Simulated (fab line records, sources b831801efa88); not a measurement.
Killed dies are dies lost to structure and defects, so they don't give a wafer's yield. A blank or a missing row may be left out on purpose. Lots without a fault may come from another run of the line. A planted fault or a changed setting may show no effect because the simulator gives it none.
Chamber matching | flow gf180mcu | GF_V5_CMP_04 on cmp-02: 4 sister chambers
The step polishes SiO2. 8 wafers are shown with their chamber, then 7 later ones without.

WAFERS WITH THEIR CHAMBER
wafer  | chamber | motor_current_A (A) | platen_rpm (rpm)
L321.6 | 0       | 11.8                | 60.03
L325.4 | 0       | 12.0                | 60.09
L325.6 | 2       | 12.9                | 60.00
L327.1 | 2       | 12.5                | 60.01
L327.3 | 1       | 11.6                | 60.03
L327.6 | 3       | 13.7                | 60.04
L328.1 | 1       | 12.6                | 60.00
L328.2 | 3       | 13.5                | 60.01

WAFERS WITHOUT THEIR CHAMBER
wafer  | motor_current_A (A) | platen_rpm (rpm)
L328.6 | 11.4                | 60.02
L330.2 | 12.1                | 60.02
L330.5 | 12.1                | 60.05
L330.6 | 14.4                | 59.94
L332.1 | 12.0                | 60.03
L332.3 | 11.4                | 59.96
L332.4 | 11.7                | 60.05

WHICH CHAMBER EACH WENT THROUGH
wafer  | from the rows above          | in truth
L328.6 | can't be placed: 1 or 0 or 2 | 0
L330.2 | can't be placed: 1 or 0 or 2 | 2
L330.5 | can't be placed: 0 or 1 or 2 | 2
L330.6 | can't be placed: 3 or 2      | 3
L332.1 | can't be placed: 1 or 0 or 2 | 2
L332.3 | can't be placed: 1 or 2 or 0 | 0
L332.4 | can't be placed: 0 or 1      | 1
Placed correctly: 0 of 7. Can't be placed from these rows: 7 (the true chamber is among the candidates in 7). Placed wrongly: 0.
How it was worked out, from the rows above alone: a wafer's distance from a chamber is the root of the sum, over the readings, of the square of ((its reading less the chamber's mean) divided by the reading's scatter). The wafer belongs to the nearest chamber; if the next one is less than 2 further off, it can't be placed. A chamber's mean is the mean of its shown wafers. The scatter: the root of (the sum of the squares of (reading less its chamber's mean) over the shown wafers, divided by (wafers less chambers)).
